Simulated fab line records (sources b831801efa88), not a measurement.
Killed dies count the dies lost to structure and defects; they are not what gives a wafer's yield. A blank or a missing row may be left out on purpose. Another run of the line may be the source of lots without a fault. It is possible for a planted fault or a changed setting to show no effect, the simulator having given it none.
Chamber matching | flow sky130 | SKY_VIA2_CMP_02 on cmp-01 has 4 sister chambers
The step polishes SiO2. 8 wafers are shown with their chamber, then 6 later ones without.

EACH WAFER AND ITS CHAMBER
wafer  | chamber | motor current A (A) | slurry flow ml min
L716.2 | 3       | 13.6                | 150.0
L716.4 | 1       | 12.5                | 150.0
L716.6 | 2       | 12.7                | 150.1
L719.1 | 2       | 13.3                | 150.2
L719.4 | 0       | 12.5                | 149.7
L726.2 | 1       | 12.9                | 149.9
L726.3 | 3       | 13.3                | 150.0
L726.4 | 0       | 12.5                | 149.5

WAFERS WITHOUT THEIR CHAMBER
wafer  | motor current A (A) | slurry flow ml min
L728.3 | 13.4                | 149.9
L728.4 | 12.7                | 150.5
L728.5 | 12.2                | 150.9
L727.3 | 13.2                | 150.5
L727.4 | 13.1                | 150.3
L727.5 | 13.0                | 149.4

THE CHAMBER EACH PASSED THROUGH
wafer  | from the rows above     | in truth
L728.3 | can't be placed: 3 or 1 | 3
L728.4 | 2                       | 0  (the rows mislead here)
L728.5 | can't be placed: 2 or 1 | 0
L727.3 | can't be placed: 2 or 3 | 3
L727.4 | can't be placed: 2 or 3 | 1
L727.5 | 0                       | 0
1 of 6 placed correctly. These rows do not allow placing 4 (true chamber among the candidates in 2). 1 placed wrongly.
How it was worked out, from the rows above alone: a wafer's distance from a chamber is the root of the sum, over the readings, of the square of ((its reading less the chamber's mean) divided by the reading's scatter). If the next closest chamber is less than 2 further off than the closest, the wafer can't be placed; otherwise it belongs to the closest. The mean given for a chamber averages the wafers shown for that chamber. The scatter: take each reading less its chamber's mean, square it, sum over the shown wafers, divide by the number of wafers less the number of chambers, and take the root.
